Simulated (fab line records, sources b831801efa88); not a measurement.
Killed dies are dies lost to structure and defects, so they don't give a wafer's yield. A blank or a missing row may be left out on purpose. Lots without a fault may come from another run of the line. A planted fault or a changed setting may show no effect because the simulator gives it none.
Which tool did it? | flow sky130 | 6 lots, 18 wafers sampled, at 4 steps of a route of 708

WHAT THE GAUGES READ, wafer by wafer
SKY_PAD_OPEN_BOW_MEAS_13.
lot  | measured     | on            | PAD_OPEN_BOW (um)
L812 | day 46 13:16 | film_metro-01 | 40 45 35
L814 | day 47 01:32 | film_metro-02 | 59 55 48
L819 | day 48 08:10 | film_metro-03 | 52 56 57
L827 | day 49 20:04 | film_metro-02 | 55 42 42
L829 | day 50 09:53 | film_metro-02 | 40 39 44
L831 | day 50 17:37 | film_metro-03 | 52 52 58

WHICH TOOL RAN EACH LOT (tool, then ch and the chambers of the sampled wafers, then the start)
lot  | SKY_METAL5_SPUTTER_04        | SKY_METAL5_STRIP_16                  | SKY_PAD_OPEN_ETCH_07
L812 | pvd_sputter-01, day 43 17:32 | plasma_asher-01 ch 0,1, day 44 16:08 | rie_diel-01 ch 1,2,3, day 46 11:04
L814 | pvd_sputter-01, day 44 08:14 | plasma_asher-02 ch 0,1, day 45 05:32 | rie_diel-04 ch 0,1, day 46 23:17
L819 | pvd_sputter-02, day 45 16:26 | plasma_asher-02 ch 0,1, day 46 13:35 | rie_diel-01 ch 0,2,3, day 48 05:58
L827 | pvd_sputter-01, day 47 09:28 | plasma_asher-02 ch 0,1, day 48 05:43 | rie_diel-01 ch 0,2,3, day 49 17:53
L829 | pvd_sputter-01, day 48 03:29 | plasma_asher-01 ch 0,1, day 48 22:05 | rie_diel-02 ch 0,1, day 50 07:40
L831 | pvd_sputter-01, day 48 11:27 | plasma_asher-03 ch 0,1, day 49 05:08 | rie_diel-02 ch 1,2, day 50 15:22
- SKY_METAL5_SPUTTER_04: material TiN, target thk 70 nm, time 58.3 s.
- SKY_METAL5_STRIP_16: strips in O2/N2.
- SKY_PAD_OPEN_ETCH_07: etches the open film in CF4/O2, stops on AlCu, target depth 725 nm, time 161.1 s.

THE ANSWER, worked out from the rows above alone
Rule: what is usual is taken from the lots themselves. Put in order of their means at a reading, lots are off if they are a third of the lots or fewer, leave a main group of 4 or more, and stand apart from it by a gap of 3 or more times the standard deviation of the main group's means; of several such gaps the widest counts. A main group whose means are all the same, to the digits that the tables above print for the reading, isn't used. A lot without any number at a reading at which 4 lots or more have one is off too. The other lots that the step has rows for count as sound.
No lot is off at any reading shown: from this, nothing can be told.

WHAT THE SIMULATOR HAD PUT IN
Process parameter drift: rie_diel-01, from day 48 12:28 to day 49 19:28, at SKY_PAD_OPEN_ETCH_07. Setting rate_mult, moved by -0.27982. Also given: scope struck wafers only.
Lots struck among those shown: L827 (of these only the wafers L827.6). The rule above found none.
